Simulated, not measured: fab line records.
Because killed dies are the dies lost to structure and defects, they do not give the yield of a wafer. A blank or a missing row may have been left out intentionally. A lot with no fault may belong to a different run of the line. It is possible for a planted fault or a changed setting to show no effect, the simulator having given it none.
Comparing a struck lot with a sound one    flow gf180mcu    44 steps out of a route of 602
Sound: these wafers, L608.2, L608.3, L608.6. The struck wafers were L618.1, L618.2, L618.3. The cause is named last.
At each step with rows: each side's tool, then ch and its chambers, then its first start. Under that, the readings that differ: sound wafers    struck wafers    difference of the means    sigmas: that difference in standard deviations of wafers without a fault.
alike: readings whose means differ by less than 2 such deviations, and words and numbers that are the same on both sides. not compared: withheld readings, readings that some wafer has no value for, bounds like >300 that may hide the same value, and numbers for which the record gives no deviation and whose values overlap.
The two part at a step that has a row with sigmas, a row that says differs or no value, or rows on one side only. Numbers that don't overlap but have no deviation are shown without sigmas and don't part them. A reading that every wafer of one side lacks parts them only if that side has two wafers or more.

first, 7 steps without rows for these wafers: GF_DUAL_GATE_DEHYDRATE_04 (time 60 s); GF_DUAL_GATE_HMDS_05 (prime time 60 s); GF_DUAL_GATE_COAT_06 (resist thk 1000 nm); GF_DUAL_GATE_SOFTBAKE_07 (time 60 s); GF_DUAL_GATE_EXPOSE_08 (exposes mask Dualgate, target cd 700 nm); GF_DUAL_GATE_PEB_09; GF_DUAL_GATE_DEVELOP_10 (develop time 60 s).
GF_DUAL_GATE_OVL_MEAS_11:
  sound on overlay-01 at day 9 12:11; struck on overlay-01 at day 12 08:30
  alike: DUAL_GATE_OVL
then, 1 step without rows for these wafers: GF_DUAL_GATE_WET_ETCH_12 (etches SiO2 in dHF, target depth 13 nm, time 260 s).
GF_DUAL_GATE_STRIP_13: strips in O2/N2.
  sound on plasmaAsher-02 ch 0, day 9 12:18; struck on plasmaAsher-02 ch 0,1, day 12 08:42
  alike: drypumpMotorCurrentA, heaterPowerW, o2FlowSccm, oesProductAu, stripTimeToEndpointS
  not compared: rfHoursCounterH
then, 2 steps without rows for these wafers: GF_DUAL_GATE_CLEAN_14 (cleans in SC1/SC2, time 150 s); GF_DUAL_GATE_OXIDATION_15 (stabilise 600 s, purge 300 s, target thk 7.098 nm).
GF_POLY_GATE_CVD_00: deposits poly-Si, target thk 200 nm, time 1200 s.
  sound on lpcvd-02 ch 0, day 9 14:48; struck on lpcvd-01 ch 1, day 12 10:41
reading                                       sound              struck           difference  sigmas
model.poly-Si_of_POLY_GATE_CVD_00.thkNm (nm)  201.9 200.6 200.7  206.7 205 204.7  +4.4        
  alike: spikeTcLowerC, spikeTcTopC, zonePowerUpperPct
GF_POLY_GATE_THK_MEAS_01:
  sound on filmMetro-02 at day 9 16:08; struck on filmMetro-01 at day 12 12:01
reading                    sound              struck             difference  sigmas
POLY_GATE_CVD_00_THK (nm)  202.0 200.6 200.7  206.8 204.8 204.8  +4.4        +3
then, 8 steps without rows for these wafers: GF_POLY_GATE_DEHYDRATE_02 (time 60 s); GF_POLY_GATE_HMDS_03 (prime time 60 s); GF_POLY_GATE_COAT_04; GF_POLY_GATE_COAT_05 (resist thk 700 nm); GF_POLY_GATE_SOFTBAKE_06 (time 60 s); GF_POLY_GATE_EXPOSE_07 (exposes mask Poly2, target cd 280 nm); GF_POLY_GATE_PEB_08 (peb time 90 s); GF_POLY_GATE_DEVELOP_09 (develop time 60 s).
GF_POLY_GATE_CD_MEAS_10: target cd 280 nm.
  sound on cdSem-02 at day 10 09:55; struck on cdSem-02 at day 13 07:36
  alike: cdNm
GF_POLY_GATE_OVL_MEAS_11:
  sound on overlay-02 at day 10 10:02; struck on overlay-02 at day 13 07:43
  alike: POLY_GATE_OVL
GF_POLY_GATE_ETCH_12: etches BARC in N2/H2.
  sound on rieDiel-02 ch 0,3, day 10 10:04; struck on rieDiel-02 ch 0,1,3, day 13 07:45
  alike: biasW, drypumpMotorCurrentA, oesProductAu, throttleValvePct
GF_POLY_GATE_ETCH_13: etches poly-Si in HBr/Cl2, stops on SiO2, target depth 198.5 nm, time 69.6 s.
  sound on rieSi-02 ch 1,2, day 10 10:07; struck on rieSi-02 ch 0,1,3, day 13 07:49
  alike: biasW, drypumpMotorCurrentA, heBacksideLeakSccm, oesProductAu, throttleValvePct
  not compared: rfHoursCounterH
GF_POLY_GATE_STRIP_14: strips in O2/N2.
  sound on plasmaAsher-02 ch 0,1, day 10 10:10; struck on plasmaAsher-01 ch 0,1, day 13 07:52
reading                   sound           struck          difference  sigmas
drypumpMotorCurrentA (A)  6.22 6.19 6.07  6.57 6.74 6.76  +0.53       +2
o2FlowSccm (sccm)         3020 3008 3008  2998 2982 2997  -20         -2
  alike: heaterPowerW, oesProductAu
  not compared: rfHoursCounterH
then, 2 steps without rows for these wafers: GF_POLY_GATE_CLEAN_15 (cleans in SC1/SC2, time 150 s); GF_POLY_GATE_OXIDATION_16 (stabilise 600 s, purge 300 s, target thk 4 nm).
GF_POLY_GATE_THK_MEAS_17:
  sound on filmMetro-02 at day 10 13:10; struck on filmMetro-01 at day 13 09:37
  alike: POLY_GATE_OXIDATION_THK
GF_POLY_GATE_CD_MEAS_18:
  sound on cdSem-02 at day 10 13:21; struck on cdSem-02 at day 13 09:45
  alike: cdNm
then, 7 steps without rows for these wafers: GF_HV_LDD_DEHYDRATE_00 (time 60 s); GF_HV_LDD_HMDS_01 (prime time 60 s); GF_HV_LDD_COAT_02 (resist thk 1000 nm); GF_HV_LDD_SOFTBAKE_03 (time 60 s); GF_HV_LDD_EXPOSE_04 (exposes mask Nplus LV AREA, target cd 400 nm); GF_HV_LDD_PEB_05; GF_HV_LDD_DEVELOP_06 (develop time 60 s).
GF_HV_LDD_CD_MEAS_07: target cd 400 nm.
  sound on cdSem-02 at day 11 07:40; struck on cdSem-01 at day 14 06:36
  alike: cdNm
GF_HV_LDD_OVL_MEAS_08:
  sound on overlay-02 at day 11 07:46; struck on overlay-02 at day 14 06:43
  alike: HV_LDD_OVL
after that, 1 step had no rows for these wafers: GF_HV_LDD_IMPLANT_09.
GF_HV_LDD_STRIP_10: strips in O2/N2.
  sound on plasmaAsher-03 ch 0,1, day 11 07:57; struck on plasmaAsher-03 ch 0,1, day 14 06:54
  alike: drypumpMotorCurrentA, heaterPowerW, o2FlowSccm, oesProductAu, stripTimeToEndpointS
  not compared: rfHoursCounterH
-- the record jumps here: 6 days lie between the struck wafers' starts before and after (it left off in module HV_LDD and takes up again in module SALICIDE, whose first step shown is number 278 of the route) --
GF_SALICIDE_CLEAN_00: cleans in SC1/SC2, time 150 s.
  sound on wetBench-01 ch 2, day 16 17:43; struck on wetBench-04 ch 1, day 20 06:04
reading                                       sound              struck             difference  sigmas
model.poly-Si_of_POLY_GATE_CVD_00.thkNm (nm)  200.7 199.3 199.5  205.4 203.8 203.4  +4.4        
-- the record jumps here: 13 days lie between the struck wafers' starts before and after (it left off in module SALICIDE and takes up again in module PASSIVATION, whose first step shown is number 602 of the route) --
GF_PASSIVATION_PROBE_99:
  the record has rows for the struck wafers here (prober-01, day 33 04:36) and none for the sound ones

WHERE THEY PART
At GF_POLY_GATE_THK_MEAS_01 first; at GF_PASSIVATION_PROBE_99 last (within this record only).

WHY: the cause the simulator had injected
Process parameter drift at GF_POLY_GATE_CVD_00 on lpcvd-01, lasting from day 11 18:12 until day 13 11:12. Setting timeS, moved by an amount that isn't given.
